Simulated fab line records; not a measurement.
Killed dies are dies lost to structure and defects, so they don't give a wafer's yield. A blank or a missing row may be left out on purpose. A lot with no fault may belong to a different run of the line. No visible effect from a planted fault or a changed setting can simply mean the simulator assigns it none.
A lot that was struck, set against a sound lot | flow sfq-line | 15 steps out of a route of 325
Sound: wafers L613.1, L613.5, L613.6. Struck: wafers L608.3, L608.6 (left out: L608.5, a lot-mate that was not struck); the cause follows at the end.
For every step that has rows: the tool of each side, followed by ch and its chambers, followed by its first start. Under that, the readings that differ: sound wafers | struck wafers | difference of the means | sigmas: that difference in standard deviations of wafers without a fault.
alike: a reading whose means differ by less than 2 such deviations, as well as words and numbers matching on both sides. not compared: withheld readings; readings where some wafer has no value; bounds like >300 that might hide an equal value; numbers whose values overlap and for which the record gives no deviation.
A row with sigmas, a row that says differs or no value, or rows on one side alone: a step with any of these is where the two part. Numbers that don't overlap but have no deviation are shown without sigmas and don't part them. Lack of a reading on every wafer of one side parts them only where that side has two or more wafers.

first, 1 step without rows for these wafers: SFQ_TRILAYER_M6_STRIP_SOLV_CLEAN_164 (cleans in NMP, time 600 s).
SFQ_TRILAYER_I6_DEP_PECVD_165: deposits SiO2 from SiH4/N2O, time 111.11 s, target thk 500 nm.
  sound on pecvd-03 ch 0,1, day 81 17:23; struck on pecvd-01 ch 1, day 78 01:46
  alike: heater-power-w, throttle-valve-pct
SFQ_TRILAYER_I6_CMP_CMP_166: polishes SiO2.
  sound on cmp-01 ch 0,1,2, day 81 18:28; struck on cmp-02 ch 0,3, day 78 15:20
  alike: motor-current-A, time-to-endpoint-s
SFQ_I6_BOW_MEAS_941:
  sound on film-metro-01 at day 81 20:28; struck on film-metro-03 at day 78 17:53
  alike: I6_BOW
SFQ_TRILAYER_I6_METRO_MEASURE_167:
  sound on film-metro-01 at day 81 20:35; struck on film-metro-03 at day 78 18:22
  alike: thk-nm
then, 6 steps without rows for these wafers: SFQ_TRILAYER_I6_VIA_LITHO_COAT_174 (resist thk 62 nm); SFQ_TRILAYER_I6_VIA_LITHO_COAT_169 (resist thk 650 nm); SFQ_TRILAYER_I6_VIA_LITHO_SOFTBAKE_173; SFQ_TRILAYER_I6_VIA_LITHO_EXPOSE_170 (exposes mask I6, target cd 700 nm); SFQ_TRILAYER_I6_VIA_LITHO_PEB_172 (peb time 60 s); SFQ_TRILAYER_I6_VIA_LITHO_DEVELOP_171 (time 60 s).
SFQ_I6_OVL_MEAS_942:
  sound on overlay-02 at day 82 23:31; struck on overlay-02 at day 79 19:37
  alike: I6_OVL
SFQ_TRILAYER_I6_VIA_BARC_OPEN_VIA_ETCH_235: etches BARC in O2, target depth 125 nm, time 41.7 s.
  sound on rie-diel-02 ch 0,2,3, day 82 23:33; struck on rie-diel-02 ch 1,3, day 79 19:38
  reading                                                 | sound             | struck      | difference | sigmas
  oes-product-au (a.u.)                                   | 0.682 0.678 0.681 | 0.729 0.735 | +0.052     | +11
  run-length-s (s)                                        | 69.7 70.0 70.4    | 66.8 66.6   | -3.3       | -8
  model.KrF_of_TRILAYER_I6_VIA_LITHO_COAT_169.thk-nm (nm) | 578.1 576.7 576.7 | 575.5 575.2 | -1.8       |
  alike: drypump-motor-current-A
  not compared: rf-hours-counter-h
SFQ_TRILAYER_I6_VIA_ETCH_VIA_ETCH_172: etches SiO2 in CHF3, stops on Nb, target depth 260 nm.
  sound on rie-diel-02 ch 0,2,3, day 82 23:35; struck on rie-diel-02 ch 1,3, day 79 19:41
  reading                                                 | sound             | struck      | difference | sigmas
  model.KrF_of_TRILAYER_I6_VIA_LITHO_COAT_169.thk-nm (nm) | 533.4 531.5 532.6 | 530.8 530.1 | -2.0       |
  alike: drypump-motor-current-A, oes-product-au
SFQ_TRILAYER_I6_VIA_STRIP_STRIP_173: strips in O2.
  sound on rie-metal-03 ch 0,1, day 82 23:42; struck on rie-metal-02 ch 0,1, day 79 20:04
  reading                     | sound       | struck  | difference | sigmas
  drypump-motor-current-A (A) | 5.5 6.3 5.4 | 6.4 6.8 | +0.9       | +2
  alike: oes-product-au
  not compared: rf-hours-counter-h

== WHERE THEY PART ==
First at SFQ_TRILAYER_I6_VIA_BARC_OPEN_VIA_ETCH_235; last, within this record, at SFQ_TRILAYER_I6_VIA_STRIP_STRIP_173.

WHY: what had been put in by the simulator
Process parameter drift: rie-diel-02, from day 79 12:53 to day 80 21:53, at SFQ_TRILAYER_I6_VIA_BARC_OPEN_VIA_ETCH_235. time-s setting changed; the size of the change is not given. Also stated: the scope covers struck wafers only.
